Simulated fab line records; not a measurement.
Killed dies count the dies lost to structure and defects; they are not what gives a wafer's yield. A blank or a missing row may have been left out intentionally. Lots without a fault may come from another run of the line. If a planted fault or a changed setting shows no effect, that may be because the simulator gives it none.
Code-filled problem report in 8D (eight disciplines) form -- flow gf180mcu -- the parts of the form that need people (team, actions taken, sign-off) are left out

== 1. THE PROBLEM ==
At GF_MVPSD_IMPLANT_09, beam_energy_keV averages 37.872 over 6 wafers from 2 lots, while fault-free wafers read 40.000, standard deviation 0.013. That is -99 or more standard deviations from the usual mean.
Earliest sighting: wafer L314.2 on implanter-01 at day 10 00:32. Wafers with a number at this step in the record: 42, from 14 lots. The rule behind "out" and "out of limits": a value lying over 4 standard deviations away from the usual mean. All remaining wafers that have a number are taken as sound.

== 2. WHAT IT IS; WHAT IT IS NOT ==
question,is,is not
which readings at this step,beam_energy_keV,-
which lots,"L314, L316","L296, L297, L298, L299, L301, L303, L304, L305, L306, L307, L310, L318"
which wafers of those lots,all that have a number,-
read on which tools,implanter-01,"implanter-02, implanter-03"
when,from day 10 00:32,up to then (33 sound wafers); but 3 sound wafers of L318 came after

== 3. SUSPECTS, AND WHAT RULES EACH OUT ==
Counting: a tool at a process step up to the reading stays a suspect if it ran every lot that is out and no sound lot after the first of them.
- rie_si-02 at GF_STI_ETCH_14 (etches Si in HBr/Cl2/O2, target depth 360 nm, time 102.9 s): kept. All lots that are out passed through it, beginning with L314 at day 6 08:52, and no sound lot followed; its final sound lot before that point was L303 at day 3 19:28.
- implanter-01 at GF_MVPSD_IMPLANT_09: kept. All lots that are out passed through it, beginning with L314 at day 10 00:32, and no sound lot followed; its final sound lot before that point was L306 at day 7 21:46. On those wafers its own readings are out: beam_energy_keV.
Remaining after the count are rie_si-02 at GF_STI_ETCH_14 and implanter-01 at GF_MVPSD_IMPLANT_09.

== 4. THE CAUSE (what the simulator had put in) ==
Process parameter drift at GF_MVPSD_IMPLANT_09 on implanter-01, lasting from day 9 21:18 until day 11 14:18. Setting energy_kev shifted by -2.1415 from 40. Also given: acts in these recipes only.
This tool is one of the 2 suspects left after counting.

== 5. SEQUENCE OF EFFECTS, ordered by route ==
Rows list readings where the struck wafers' mean (over those with a number) sits beyond 3 standard deviations from the usual. Scope: only readings with a usual standard deviation given in the record; hours: median across lots of the time from each lot's start at the first step in this table that gives one to its start at this step; sigmas: change in usual standard deviations.
hours,step,reading,usual,on struck wafers,change,sigmas
0,GF_MVPSD_IMPLANT_09,beam_energy_keV,40.000,37.872,-2.128,-99 or more
Here are the process steps it includes:
- GF_MVPSD_IMPLANT_09

== 6. WHAT WOULD HAVE CAUGHT IT SOONER ==
The fault began at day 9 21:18; the first out-of-limits reading in this record came at day 10 00:32, 3 hours later.
